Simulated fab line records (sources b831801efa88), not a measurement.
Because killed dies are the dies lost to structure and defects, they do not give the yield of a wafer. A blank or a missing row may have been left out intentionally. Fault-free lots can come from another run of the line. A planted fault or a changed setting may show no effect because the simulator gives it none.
One fault through the eyes of 2 desks -- flow gf180mcu -- each desk holds nothing but its own numbers, with what lay behind them at the end

## AT THE TOOL OWNER'S DESK: pvdSputter-02
The tool's own readings at GF_M1_SPUTTER_02 (material AlCu, target thk 450 nm, time 23.9 s): means of the sampled wafers that have a number, for each lot that ran on this tool. Any lot whose mean is over 4 standard deviations away from the usual mean is out of limits and marked OUT; that distance is given in the brackets.
Columns: A = throttleValvePct at GF_M1_SPUTTER_02, usual 30.7 %
lot,first seen here,A
L468,day 16 14:46,31.5
L469,day 17 01:04,31.0
L470,day 17 06:10,31.4
L476,day 19 15:27,31.9
L478,day 20 14:19,31.4
L486,day 23 00:13,30.6
L487,day 23 10:55,30.8
This desk found nothing out of limits on any of the 7 lots.

## FROM THE METROLOGY DESK
What the gauges read, lot by lot, whatever tool the lot ran on: means of the sampled wafers that have a number. Any lot whose mean is over 4 standard deviations away from the usual mean is out of limits and marked OUT; that distance is given in the brackets.
Columns: A = M1_ALCU_RS at GF_M1_RS_MEAS_05, usual 0.0697 ohm/sq; B = M1_ALCU_THK at GF_M1_THK_MEAS_06, usual 448 nm; C = V1_CVD_02_THK at GF_V1_THK_MEAS_03, usual 852 nm
lot,first seen here,A,B,C
L468,day 16 14:54,0.0700,447,857
L469,day 17 01:10,0.0704,446,855
L470,day 17 06:16,0.0703,446,844
L473,day 18 11:35,0.0694,451,855
L475,day 19 03:45,0.0700,448,842
L476,day 19 15:34,0.0705,444,849
L477,day 20 00:04,0.0702,449,839
L478,day 20 14:24,0.0690,454,854
L479,day 20 16:28,0.0693,450,854
L486,day 23 00:18,0.0638 (-8.8) OUT,488 (+9.5) OUT,846
L487,day 23 11:00,0.0640 (-8.5) OUT,488 (+9.5) OUT,851
L490,day 24 07:44,0.0698,449,844
This desk finds L486, L487 out of limits, with the earliest case on L486 at day 23 00:18 (M1_ALCU_RS at GF_M1_RS_MEAS_05). In limits: L468, L469, L470, L473, L475, L476, L477, L478, L479, L490.

## ALL TOGETHER
On L486, L487, the metrology desk was in a position to raise an alarm at day 23 00:18.
The tool owner's desk saw nothing out of limits.
The tool owner's desk has L486, L487 on record, within its limits.
On pvdSputter-02, each named lot ran GF_M1_SPUTTER_02.

## WHAT HAD BEEN PUT IN BY THE SIMULATOR
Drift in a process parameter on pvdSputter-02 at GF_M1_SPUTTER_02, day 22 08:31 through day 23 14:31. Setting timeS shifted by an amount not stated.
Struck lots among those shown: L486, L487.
Delay in hours, fault start to first out-of-limits reading, per desk: metrology desk 16.
